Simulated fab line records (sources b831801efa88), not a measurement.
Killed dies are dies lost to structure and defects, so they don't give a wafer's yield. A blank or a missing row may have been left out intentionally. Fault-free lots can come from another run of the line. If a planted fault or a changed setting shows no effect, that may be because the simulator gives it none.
Which tool is to blame? + flow sky130 + 12 lots, 36 wafers sampled, at 4 steps of a route of 708

WHAT THE GAUGES SHOWED, per wafer
SKY_VIA4_RS_MEAS_19: measurement is done with a four-point probe. Usual: VIA4_W_RS gives 0.227 ohm/sq (standard deviation 0.0031).
| lot  | measured     | on            | VIA4_W_RS (ohm/sq) | flag |
|------|--------------|---------------|--------------------|------|
| L565 | day 43 00:02 | film-metro-02 | 0.227 0.226 0.226  |      |
| L568 | day 44 11:31 | film-metro-02 | 0.226 0.221 0.227  |      |
| L570 | day 44 13:22 | film-metro-03 | 0.224 0.224 0.227  |      |
| L569 | day 44 18:12 | film-metro-03 | 0.230 0.226 0.228  |      |
| L571 | day 45 02:13 | film-metro-01 | 0.229 0.228 0.227  |      |
| L574 | day 45 23:28 | film-metro-03 | 0.226 0.226 0.222  |      |
| L575 | day 46 09:13 | film-metro-02 | 0.220 0.222 0.222  |      |
| L579 | day 47 12:18 | film-metro-03 | 0.232 0.226 0.226  |      |
| L582 | day 48 13:44 | film-metro-01 | 0.229 0.229 0.230  |      |
| L585 | day 49 00:57 | film-metro-01 | 0.227 0.226 0.222  |      |
| L586 | day 49 05:29 | film-metro-03 | 0.231 0.232 0.232  |      |
| L588 | day 49 08:05 | film-metro-01 | 0.224 0.230 0.227  |      |

SKY_VIA4_THK_MEAS_20: measures by xrf. Usual: VIA4_W_THK gives 495 nm (standard deviation 8.4).
| lot  | measured     | on            | VIA4_W_THK (nm) | flag |
|------|--------------|---------------|-----------------|------|
| L565 | day 43 00:10 | film-metro-02 | 492 497 498     |      |
| L568 | day 44 11:37 | film-metro-02 | 497 507 490     |      |
| L570 | day 44 13:29 | film-metro-03 | 496 495 492     |      |
| L569 | day 44 18:18 | film-metro-03 | 482 492 488     |      |
| L571 | day 45 02:20 | film-metro-01 | 493 497 499     |      |
| L574 | day 45 23:34 | film-metro-03 | 492 492 502     |      |
| L575 | day 46 09:19 | film-metro-02 | 513 510 508     |      |
| L579 | day 47 12:24 | film-metro-03 | 478 492 491     |      |
| L582 | day 48 13:51 | film-metro-01 | 491 489 487     |      |
| L585 | day 49 01:04 | film-metro-01 | 495 493 502     |      |
| L586 | day 49 05:34 | film-metro-03 | 482 482 482     |      |
| L588 | day 49 08:12 | film-metro-01 | 502 487 496     |      |

TOOL THAT RAN EACH LOT (tool first, then ch and the chambers of the sampled wafers, then the start)
| lot  | SKY_DNWELL_STRIP_08                 | SKY_VIA4_STRIP_13                    |
|------|-------------------------------------|--------------------------------------|
| L565 | plasma-asher-01 ch 0,1, day 3 03:25 | plasma-asher-01 ch 0,1, day 42 23:14 |
| L568 | plasma-asher-04 ch 0,1, day 4 05:07 | plasma-asher-01 ch 0,1, day 44 10:40 |
| L570 | plasma-asher-04 ch 0,1, day 4 09:08 | plasma-asher-03 ch 0,1, day 44 12:31 |
| L569 | plasma-asher-04 ch 0,1, day 4 09:47 | plasma-asher-01 ch 0,1, day 44 17:21 |
| L571 | plasma-asher-01 ch 0, day 4 15:02   | plasma-asher-02 ch 1, day 45 01:23   |
| L574 | plasma-asher-02 ch 0,1, day 5 10:16 | plasma-asher-01 ch 0,1, day 45 22:38 |
| L575 | plasma-asher-01 ch 0,1, day 5 17:58 | plasma-asher-01 ch 0,1, day 46 08:19 |
| L579 | plasma-asher-01 ch 0,1, day 6 18:08 | plasma-asher-02 ch 0,1, day 47 11:28 |
| L582 | plasma-asher-04 ch 0, day 7 18:45   | plasma-asher-02 ch 0,1, day 48 12:53 |
| L585 | plasma-asher-04 ch 0,1, day 8 04:39 | plasma-asher-03 ch 0,1, day 49 00:07 |
| L586 | plasma-asher-02 ch 0,1, day 8 09:19 | plasma-asher-02 ch 0,1, day 49 04:39 |
| L588 | plasma-asher-04 ch 0,1, day 8 13:49 | plasma-asher-01 ch 0,1, day 49 07:16 |
- SKY_DNWELL_STRIP_08: strips in O2/N2.
- SKY_VIA4_STRIP_13: strips in O2/N2.

WHAT THE TOOLS THEMSELVES READ (means of the sampled wafers that have a number; where no wafer has one, the mark that the record gives instead)
SKY_DNWELL_STRIP_08. Usual: chamber-pressure-mTorr 1500.1 mTorr, standard deviation 1.3; drypump-motor-current-A 5.2 A, standard deviation 0.32; oes-product-au 0.722 a.u., standard deviation 0.0048; strip-time-to-endpoint-s 36.90 s, standard deviation 0.098.
| lot  | tool            | chamber-pressure-mTorr (mTorr) | drypump-motor-current-A (A) | oes-product-au (a.u.) | strip-time-to-endpoint-s (s) | flag |
|------|-----------------|--------------------------------|-----------------------------|-----------------------|------------------------------|------|
| L565 | plasma-asher-01 | 1500.1                         | 5.1                         | 0.724                 | 36.80                        |      |
| L568 | plasma-asher-04 | 1500.8                         | 5.1                         | 0.722                 | 36.86                        |      |
| L570 | plasma-asher-04 | 1499.2                         | 5.1                         | 0.722                 | 36.91                        |      |
| L569 | plasma-asher-04 | 1499.8                         | 5.1                         | 0.726                 | 36.81                        |      |
| L571 | plasma-asher-01 | 1501.0                         | 5.7                         | 0.724                 | 36.77                        |      |
| L574 | plasma-asher-02 | 1500.1                         | 5.4                         | 0.725                 | 36.80                        |      |
| L575 | plasma-asher-01 | 1500.3                         | 5.1                         | 0.722                 | 37.09                        |      |
| L579 | plasma-asher-01 | 1500.7                         | 5.1                         | 0.719                 | 36.97                        |      |
| L582 | plasma-asher-04 | 1500.6                         | 5.2                         | 0.717                 | 36.84                        |      |
| L585 | plasma-asher-04 | 1499.6                         | 5.0                         | 0.724                 | 36.84                        |      |
| L586 | plasma-asher-02 | 1499.5                         | 5.3                         | 0.722                 | 36.90                        |      |
| L588 | plasma-asher-04 | 1499.9                         | 5.1                         | 0.723                 | 36.85                        |      |

SKY_VIA4_STRIP_13. Usual: chamber-pressure-mTorr 1500.0 mTorr, standard deviation 1.2; drypump-motor-current-A 5.4 A, standard deviation 0.44; oes-product-au 0.709 a.u., standard deviation 0.0046; strip-time-to-endpoint-s 12.81 s, standard deviation 0.031.
| lot  | tool            | chamber-pressure-mTorr (mTorr) | drypump-motor-current-A (A) | oes-product-au (a.u.) | strip-time-to-endpoint-s (s) | flag |
|------|-----------------|--------------------------------|-----------------------------|-----------------------|------------------------------|------|
| L565 | plasma-asher-01 | 1500.3                         | 5.1                         | 0.706                 | 12.80                        |      |
| L568 | plasma-asher-01 | 1499.8                         | 5.1                         | 0.711                 | 12.84                        |      |
| L570 | plasma-asher-03 | 1499.6                         | 6.1                         | 0.708                 | 12.84                        |      |
| L569 | plasma-asher-01 | 1500.3                         | 5.4                         | 0.710                 | 12.81                        |      |
| L571 | plasma-asher-02 | 1500.0                         | 5.6                         | 0.713                 | 12.82                        |      |
| L574 | plasma-asher-01 | 1499.6                         | 5.1                         | 0.706                 | 12.80                        |      |
| L575 | plasma-asher-01 | 1499.8                         | 5.4                         | 0.704                 | 12.82                        |      |
| L579 | plasma-asher-02 | 1500.1                         | 5.3                         | 0.711                 | 12.82                        |      |
| L582 | plasma-asher-02 | 1500.6                         | 5.4                         | 0.715                 | 12.79                        |      |
| L585 | plasma-asher-03 | 1499.2                         | 6.1                         | 0.709                 | 12.79                        |      |
| L586 | plasma-asher-02 | 1500.2                         | 5.3                         | 0.705                 | 12.80                        |      |
| L588 | plasma-asher-01 | 1500.6                         | 5.1                         | 0.712                 | 12.80                        |      |

THE ANSWER, worked out from the rows above alone
Rule: lot off if the mean of its wafers having a number is beyond 3 standard deviations from the usual mean. Also off: a lot with no number at a reading for which 4 or more lots have one. Where the step has rows for the other lots, those lots are counted as sound. First the gauges in route order, then the tools' own readings, where a lot's mean is used as printed above. The first step at which some lot is off is used, and at that step the reading that is off furthest; a lot without a number counts as furthest.
Nothing can be told from this: no lot is off at any reading shown.

WHAT THE SIMULATOR HAD PUT IN
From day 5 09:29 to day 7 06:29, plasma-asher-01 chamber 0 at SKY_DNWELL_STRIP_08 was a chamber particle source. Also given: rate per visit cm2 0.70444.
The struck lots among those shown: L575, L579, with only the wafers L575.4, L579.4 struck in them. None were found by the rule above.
